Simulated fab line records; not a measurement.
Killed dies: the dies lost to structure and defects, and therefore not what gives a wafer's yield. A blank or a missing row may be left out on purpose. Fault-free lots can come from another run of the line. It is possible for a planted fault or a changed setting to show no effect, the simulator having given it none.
fab line records	flow sky130
record: lots: 13	wafers: 39	last_day: 50
route steps=708 shown POLY_GATE@218 LDD_N@244 LDD_P@266 LDD_LDN@291 RES_XHIGH@341 PAD_OPEN@708
lots that met no fault: taken from a fault-free run of the same line
start_h: the number of hours between the record's first day and the start of the first shown wafer of the lot	wait_h: hours since the lot's step before	" unchanged from the row above	L1.1+2: a row that stands for several wafers	- either no value or no given start	* or withheld: withheld	< > ~ a bound
route shown NAME@n: NAME is a module with steps in the file, n the number in the route of the first one	usual: average and standard deviation across the fault-free wafers	same: alike in all rows	chamber/n: place in a boat	sites: readings site by site	_std_site: the standard deviation of these	_edge_site: the outer-site mean with the inner-site mean subtracted	radius_mm: for every site, how far away it sits from the centre of the wafer	mask NAME#n: copy n	behind: the tool/chamber that last shaped the wafer	hold: what put the lot on hold/how long, in hours/how the hold closed	device: the transistor (n, p or np) that didn't switch	end of line: at the end of the route, the tests of the same wafers	step lacking rows: just its recipe	killed: dies lost to structure and defects at the first sort, not the wafer's yield	map: dies across one wafer; x = killed, . = not, _ = none there
set.NAME: setting as actually run; set.NAME@STEP: the setting as run at that earlier step	model.NAME: the simulator's own value behind a step, which no gauge read
route steps across a sampled set of lots; one table per step, one row per wafer
services: the hour from which a tool's chamber was out of use, counted from the record's first day as start_h (under 0 if before that day), plus the number of hours and why
== steps ==
step: SKY_POLY_GATE_THK_MEAS_04
recipe: reads: Si3N4_of_POLY_GATE_CVD_03
usual: POLY_GATE_CVD_03_THK: 75.0/0.6
lot.wafer	tool	chamber	start_h	wait_h	POLY_GATE_CVD_03_THK[nm]
L312.1	film_metro-04	-	336.13	0.0	75.2
L312.4	"	-	"	"	74.9
L312.6	"	-	"	"	74.7
L314.4	film_metro-01	-	339.87	0.0	74.9
L314.5	"	-	"	"	75.4
L314.6	"	-	"	"	75.8
L315.1	film_metro-04	-	354.84	0.0	75.2
L315.2	"	-	"	"	75.3
L315.4	"	-	"	"	75.8
L317.2	film_metro-01	-	376.78	0.0	74.3
L317.5	"	-	"	"	75.5
L317.6	"	-	"	"	74.9
L324.1	film_metro-04	-	495.08	0.0	74.4
L324.2	"	-	"	"	74.6
L324.5	"	-	"	"	74.3
L325.1	film_metro-01	-	497.64	0.0	75.6
L325.2	"	-	"	"	74.9
L325.3	"	-	"	"	75.4
L326.1	film_metro-03	-	501.26	0.0	75.1
L326.3	"	-	"	"	74.4
L326.6	"	-	"	"	74.3
L329.1	film_metro-04	-	501.31	0.1	75.4
L329.3	"	-	"	"	74.8
L329.5	"	-	"	"	75.0
L330.1	film_metro-03	-	510.17	0.0	74.4
L330.2	"	-	"	"	74.3
L330.3	"	-	"	"	74.1
L332.2	film_metro-04	-	518.57	0.0	75.4
L332.4	"	-	"	"	75.4
L332.6	"	-	"	"	75.2
L333.1	film_metro-01	-	520.11	0.0	74.4
L333.2	"	-	"	"	74.5
L333.5	"	-	"	"	74.6
L334.1	film_metro-04	-	534.77	0.0	75.3
L334.5	"	-	"	"	75.4
L334.6	"	-	"	"	74.9
L335.4	film_metro-01	-	542.18	0.0	74.2
L335.5	"	-	"	"	74.3
L335.6	"	-	"	"	74.2
step: SKY_LDD_N_OVL_MEAS_07
usual: LDD_N_OVL: 0.6/1.3
lot.wafer	tool	chamber	start_h	wait_h	LDD_N_OVL[nm]
L312.1	overlay-01	-	398.73	0.1	-1.6
L312.4	"	-	"	"	-1.7
L312.6	"	-	"	"	-3.4
L314.4	overlay-01	-	399.21	0.1	1.1
L314.5	"	-	"	"	2.6
L314.6	"	-	"	"	0.4
L315.1	overlay-01	-	414.05	0.1	-0.1
L315.2	"	-	"	"	-0.1
L315.4	"	-	"	"	2.2
L317.2	overlay-01	-	439.71	0.1	2.1
L317.5	"	-	"	"	1.4
L317.6	"	-	"	"	1.8
L324.1	overlay-01	-	556.83	0.1	3.9
L324.2	"	-	"	"	2.1
L324.5	"	-	"	"	2.8
L325.1	overlay-02	-	560.84	0.1	0.6
L325.2	"	-	"	"	-0.2
L325.3	"	-	"	"	1.7
L326.1	overlay-01	-	563.19	0.1	0.1
L326.3	"	-	"	"	-2.1
L326.6	"	-	"	"	1.6
L329.1	overlay-01	-	564.68	0.1	0.3
L329.3	"	-	"	"	-1.2
L329.5	"	-	"	"	1.9
L330.1	overlay-02	-	572.35	0.1	0.7
L330.2	"	-	"	"	-1.3
L330.3	"	-	"	"	-0.5
L332.2	overlay-01	-	580.49	0.1	-0.9
L332.4	"	-	"	"	0.2
L332.6	"	-	"	"	-0.4
L333.1	overlay-01	-	582.78	0.1	-0.7
L333.2	"	-	"	"	-0.8
L333.5	"	-	"	"	-0.6
L334.1	overlay-01	-	595.69	0.1	0.1
L334.5	"	-	"	"	2.0
L334.6	"	-	"	"	0.9
L335.4	overlay-01	-	602.80	0.1	-0.9
L335.5	"	-	"	"	0.0
L335.6	"	-	"	"	0.0
step: SKY_LDD_P_TW_MEAS_11
usual: LDD_P_TW: 644/5.3
lot.wafer	tool	chamber	start_h	wait_h	LDD_P_TW
L312.1	film_metro-01	-	429.91	0.1	644
L312.4	"	-	"	"	646
L312.6	"	-	"	"	646
L314.4	film_metro-01	-	431.37	0.1	648
L314.5	"	-	"	"	646
L314.6	"	-	"	"	640
L315.1	film_metro-01	-	446.84	0.1	647
L315.2	"	-	"	"	647
L315.4	"	-	"	"	647
L317.2	film_metro-04	-	471.82	0.1	652
L317.5	"	-	"	"	654
L317.6	"	-	"	"	654
L324.1	film_metro-01	-	587.79	0.1	641
L324.2	"	-	"	"	645
L324.5	"	-	"	"	640
L325.1	film_metro-02	-	591.74	0.1	634
L325.2	"	-	"	"	637
L325.3	"	-	"	"	640
L326.1	film_metro-01	-	594.59	0.1	642
L326.3	"	-	"	"	643
L326.6	"	-	"	"	641
L329.1	film_metro-02	-	595.64	0.1	640
L329.3	"	-	"	"	640
L329.5	"	-	"	"	640
L330.1	film_metro-02	-	603.71	0.1	639
L330.2	"	-	"	"	640
L330.3	"	-	"	"	640
L332.2	film_metro-01	-	611.30	0.1	645
L332.4	"	-	"	"	644
L332.6	"	-	"	"	644
L333.1	film_metro-02	-	613.69	0.1	642
L333.2	"	-	"	"	641
L333.5	"	-	"	"	641
L334.1	film_metro-04	-	627.11	0.1	655
L334.5	"	-	"	"	652
L334.6	"	-	"	"	655
L335.4	film_metro-02	-	634.67	0.1	641
L335.5	"	-	"	"	637
L335.6	"	-	"	"	643
step: SKY_LDD_LDN_COAT_02
recipe: resist: NOVOLAK	spin_rpm: 3000	resist_thk_nm: 1140
usual: chill_plate_temp_C: 22.97/0.12	dispense_pressure_kPa: 50/3.8
lot.wafer	tool	chamber	start_h	wait_h	chill_plate_temp_C	dispense_pressure_kPa
L312.1	litho_track-01	0	505.70	0.1	23.19	44
L312.4	"	0	"	"	23.10	44
L312.6	"	0	"	"	23.02	44
L314.4	litho_track-01	0	508.23	0.1	23.05	44
L314.5	"	0	"	"	22.80	44
L314.6	"	0	"	"	22.95	44
L315.1	litho_track-03	0	522.08	0.1	22.76	52
L315.2	"	0	"	"	22.84	52
L315.4	"	0	"	"	22.81	52
L317.2	litho_track-01	0	546.93	0.1	22.60	44
L317.5	"	0	"	"	22.68	44
L317.6	"	0	"	"	22.90	44
L324.1	litho_track-03	0	661.58	0.1	22.98	52
L324.2	"	0	"	"	22.72	52
L324.5	"	0	"	"	23.04	52
L325.1	litho_track-03	-	664.78	0.1	-	-
L325.2	"	-	"	"	-	-
L325.3	"	-	"	"	-	-
L326.1	litho_track-03	-	666.68	0.1	-	-
L326.3	"	-	"	"	-	-
L326.6	"	-	"	"	-	-
L329.1	litho_track-03	0	669.38	0.1	22.93	52
L329.3	"	0	"	"	22.88	52
L329.5	"	0	"	"	22.92	52
L330.1	litho_track-04	0	676.24	0.1	23.01	53
L330.2	"	0	"	"	23.00	53
L330.3	"	0	"	"	22.91	53
L332.2	litho_track-01	0	683.83	0.1	23.05	45
L332.4	"	0	"	"	23.16	44
L332.6	"	0	"	"	23.07	45
L333.1	litho_track-03	0	684.08	0.1	23.29	52
L333.2	"	0	"	"	22.95	52
L333.5	"	0	"	"	23.21	52
L334.1	litho_track-01	0	697.20	0.1	23.01	45
L334.5	"	0	"	"	22.93	45
L334.6	"	0	"	"	22.82	44
L335.4	litho_track-04	0	704.51	0.1	22.85	53
L335.5	"	0	"	"	22.90	53
L335.6	"	0	"	"	22.76	53
step: SKY_LDD_LDN_OVL_MEAS_07
usual: LDD_LDN_OVL: 0.5/1.1
lot.wafer	tool	chamber	start_h	wait_h	LDD_LDN_OVL[nm]
L312.1	overlay-02	-	520.88	0.1	-0.1
L312.4	"	-	"	"	-0.5
L312.6	"	-	"	"	0.0
L314.4	overlay-01	-	523.22	0.1	0.8
L314.5	"	-	"	"	0.8
L314.6	"	-	"	"	1.3
L315.1	overlay-02	-	537.69	0.1	1.3
L315.2	"	-	"	"	1.2
L315.4	"	-	"	"	1.6
L317.2	overlay-01	-	561.91	0.1	0.8
L317.5	"	-	"	"	-0.6
L317.6	"	-	"	"	1.0
L324.1	overlay-02	-	675.60	0.1	1.4
L324.2	"	-	"	"	-0.3
L324.5	"	-	"	"	-0.4
L325.1	overlay-01	-	678.53	0.1	-
L325.2	"	-	"	"	-
L325.3	"	-	"	"	-
L326.1	overlay-01	-	680.59	0.1	-
L326.3	"	-	"	"	-
L326.6	"	-	"	"	-
L329.1	overlay-02	-	683.20	0.1	1.2
L329.3	"	-	"	"	3.1
L329.5	"	-	"	"	1.6
L330.1	overlay-01	-	690.24	0.1	-2.5
L330.2	"	-	"	"	0.4
L330.3	"	-	"	"	-2.4
L332.2	overlay-02	-	698.09	0.1	0.4
L332.4	"	-	"	"	2.4
L332.6	"	-	"	"	2.9
L333.1	overlay-02	-	698.69	0.1	2.0
L333.2	"	-	"	"	1.6
L333.5	"	-	"	"	1.4
L334.1	overlay-01	-	711.59	0.1	-0.4
L334.5	"	-	"	"	-0.9
L334.6	"	-	"	"	-1.2
L335.4	overlay-01	-	718.17	0.1	0.1
L335.5	"	-	"	"	0.2
L335.6	"	-	"	"	0.7
step: SKY_RES_XHIGH_TW_MEAS_09
usual: RES_XHIGH_TW: 1661/27
lot.wafer	tool	chamber	start_h	wait_h	RES_XHIGH_TW
L312.1	film_metro-01	-	613.15	0.1	1662
L312.4	"	-	"	"	1662
L312.6	"	-	"	"	1670
L314.4	film_metro-04	-	617.33	0.1	1682
L314.5	"	-	"	"	1687
L314.6	"	-	"	"	1689
L315.1	film_metro-03	-	629.18	0.1	1612
L315.2	"	-	"	"	1611
L315.4	"	-	"	"	1610
L317.2	film_metro-04	-	652.06	0.1	1683
L317.5	"	-	"	"	1684
L317.6	"	-	"	"	1679
L324.1	film_metro-01	-	760.38	0.1	1676
L324.2	"	-	"	"	1665
L324.5	"	-	"	"	1670
L325.1	film_metro-04	-	765.20	0.1	1957
L325.2	"	-	"	"	1958
L325.3	"	-	"	"	1962
L326.1	film_metro-04	-	767.05	0.1	1966
L326.3	"	-	"	"	1967
L326.6	"	-	"	"	1970
L329.1	film_metro-04	-	770.60	0.1	1682
L329.3	"	-	"	"	1690
L329.5	"	-	"	"	1679
L330.1	film_metro-04	-	775.93	0.1	1685
L330.2	"	-	"	"	1694
L330.3	"	-	"	"	1686
L332.2	film_metro-01	-	783.86	0.1	1662
L332.4	"	-	"	"	1668
L332.6	"	-	"	"	1672
L333.1	film_metro-04	-	784.15	0.1	1680
L333.2	"	-	"	"	1685
L333.5	"	-	"	"	1678
L334.1	film_metro-03	-	795.48	0.1	1619
L334.5	"	-	"	"	1622
L334.6	"	-	"	"	1615
L335.4	film_metro-03	-	801.83	0.1	1618
L335.5	"	-	"	"	1614
L335.6	"	-	"	"	1607
step: SKY_PAD_OPEN_PROBE_99
usual: killed_at_M0_to_M3: 43/7.3	killed_at_M4_up: 3.4/1.7	killed_at_contacts: 24/4.5	killed_at_front_end: 16/4.4	killed_at_other: 0.2/0.51	killed_dies: 86/9.7	killed_on_rim: 17/3.7	killed_open: 46/6.6	killed_short: 39/7.1
same: gross_dies: 492	killed_at_back_side: 0
lot.wafer	tool	chamber	start_h	wait_h	killed_at_M0_to_M3	killed_at_M4_up	killed_at_contacts	killed_at_front_end	killed_at_other	killed_dies	killed_on_rim	killed_open	killed_short
L324.1	prober-01	-	1175.43	0.1	40	3	24	13	0	80	18	39	40
L324.2	prober-01	-	1175.48	0.1	37	2	34	17	1	91	28	44	46
L324.5	prober-01	-	1175.63	0.2	36	2	27	13	1	79	16	36	42
L326.1	prober-01	-	1178.96	0.1	55	4	26	407	0	492	96	52	49
L326.3	prober-01	-	1179.06	0.2	50	8	28	406	0	492	96	58	49
L326.6	prober-01	-	1179.21	0.2	45	8	26	413	0	492	96	44	52
L325.1	prober-01	-	1180.46	0.1	49	3	14	425	1	492	96	44	46
L325.2	prober-01	-	1180.51	0.1	40	1	20	431	0	492	96	44	36
L325.3	prober-01	-	1180.56	0.2	59	1	20	412	0	492	96	51	47
L329.1	prober-01	-	1183.03	0.1	44	4	26	10	1	85	18	37	48
L329.3	prober-01	-	1183.13	0.2	44	3	23	12	1	83	19	39	44
L329.5	prober-01	-	1183.23	0.2	38	2	28	14	0	82	13	49	33
killed by level:class
L324.1 CONTACT:geometric_particle:open=10 VIA1:geometric_particle:open=9 METAL1:geometric_particle:short=7 METAL2:geometric_particle:short=7 LI_CONTACT:geometric_particle:open=5 VIA2:geometric_particle:open=5 POLY_GATE:geometric_particle:short=4 FIELD_ISO:geometric_particle:open=3
L324.2 CONTACT:geometric_particle:open=8 VIA1:geometric_particle:open=8 LOCAL_INTERCONNECT:geometric_particle:short=7 CONTACT:geometric_particle:short=7 METAL2:geometric_particle:short=6 POLY_GATE:geometric_particle:short=5 LI_CONTACT:geometric_particle:open=5 VIA2:geometric_particle:open=5
L324.5 CONTACT:geometric_particle:open=10 CONTACT:geometric_particle:short=8 METAL2:geometric_particle:short=8 METAL3:geometric_particle:short=7 LI_CONTACT:geometric_particle:open=6 VIA3:geometric_particle:open=5 POLY_GATE:geometric_particle:short=4 VIA1:geometric_particle:open=4
L326.1 LDD_LDN:area_expose=388 VIA1:geometric_particle:open=12 CONTACT:geometric_particle:open=11 VIA2:geometric_particle:open=10 FIELD_ISO:geometric_particle:short=9 METAL2:geometric_particle:short=9 VIA1:geometric_particle:short=8 LI_CONTACT:geometric_particle:open=6
L326.3 LDD_LDN:area_expose=383 VIA1:geometric_particle:open=12 CONTACT:geometric_particle:open=10 LI_CONTACT:geometric_particle:open=9 METAL4:geometric_particle:short=7 VIA3:geometric_particle:open=6 VIA2:geometric_particle:open=6 FIELD_ISO:geometric_particle:open=5
L326.6 LDD_LDN:area_expose=395 VIA2:geometric_particle:open=8 VIA1:geometric_particle:short=8 METAL1:geometric_particle:short=7 VIA1:geometric_particle:open=7 CONTACT:geometric_particle:open=7 LOCAL_INTERCONNECT:geometric_particle:short=6 FIELD_ISO:geometric_particle:short=5
L325.1 LDD_LDN:area_expose=402 FIELD_ISO:geometric_particle:open=9 VIA1:geometric_particle:open=7 VIA1:geometric_particle:short=7 VIA2:geometric_particle:open=7 VIA3:geometric_particle:open=6 LI_CONTACT:geometric_particle:open=5 VIA2:geometric_particle:short=5
L325.2 LDD_LDN:area_expose=412 VIA1:geometric_particle:open=10 FIELD_ISO:geometric_particle:open=9 CONTACT:geometric_particle:open=9 METAL2:geometric_particle:short=7 FIELD_ISO:geometric_particle:short=6 VIA2:geometric_particle:open=6 LI_CONTACT:geometric_particle:open=4
L325.3 LDD_LDN:area_expose=394 VIA1:geometric_particle:open=20 METAL1:geometric_particle:short=8 LI_CONTACT:geometric_particle:open=7 CONTACT:geometric_particle:short=7 VIA2:geometric_particle:open=5 VIA3:geometric_particle:open=5 POLY_GATE:geometric_particle:open=4
L329.1 VIA1:geometric_particle:open=9 VIA1:geometric_particle:short=8 LI_CONTACT:geometric_particle:short=7 LOCAL_INTERCONNECT:geometric_particle:short=6 CONTACT:geometric_particle:open=6 METAL2:geometric_particle:short=5 LI_CONTACT:geometric_particle:open=4 METAL1:geometric_particle:short=4
L329.3 CONTACT:geometric_particle:open=12 METAL2:geometric_particle:short=9 VIA1:geometric_particle:open=8 METAL1:geometric_particle:short=7 VIA3:geometric_particle:open=7 FIELD_ISO:geometric_particle:short=5 LOCAL_INTERCONNECT:geometric_particle:short=4 CONTACT:geometric_particle:short=3
L329.5 VIA1:geometric_particle:open=12 LI_CONTACT:geometric_particle:open=9 VIA1:geometric_particle:short=7 VIA3:geometric_particle:open=7 CONTACT:geometric_particle:open=6 CONTACT:geometric_particle:short=5 METAL2:geometric_particle:short=5 FIELD_ISO:geometric_particle:open=3
== services ==
tool	chamber	start_h	hours	kind
litho_track-03	-	653.73	-	consumable_replace:filter
litho_track-01	-	681.32	-	consumable_replace:filter
== key ==
first_sign: step: SKY_LDD_LDN_COAT_02	reading: tool_record	direction: missing
effect: step: SKY_LDD_LDN_OVL_MEAS_07	reading: LDD_LDN_OVL	direction: missing
effect: step: SKY_RES_XHIGH_TW_MEAS_09	reading: RES_XHIGH_TW	direction: up	sigmas: 11	usual: 1661	struck: 1963
effect: step: SKY_PAD_OPEN_PROBE_99	reading: killed_at_front_end	direction: up	sigmas: 91	usual: 16	struck: 416
more_kills_born_at: SKY_LDD_LDN_EXPOSE_04@iline_stepper-01: 2376
met_at SKY_LDD_LDN_COAT_02
struck_lots L325,L326
tester_left_out L325,L326
not_acting_at SKY_POLY_GATE_THK_MEAS_04,SKY_LDD_N_OVL_MEAS_07,SKY_LDD_P_TW_MEAS_11
onset_between 661.58 664.78
fault: kind: skipped_step_whole	tool: litho_track-03	chamber: -	onset_h: 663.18	steps: SKY_LDD_LDN_COAT_02	scope: struck_lots_only
tester_left_out: of these lots the tester's yield and bins aren't shown, on N5 and GAA mostly nor the transistor test; their killed dies are dies lost to structure and defects alone, not to doping, threshold or leakage, so they don't give the yield
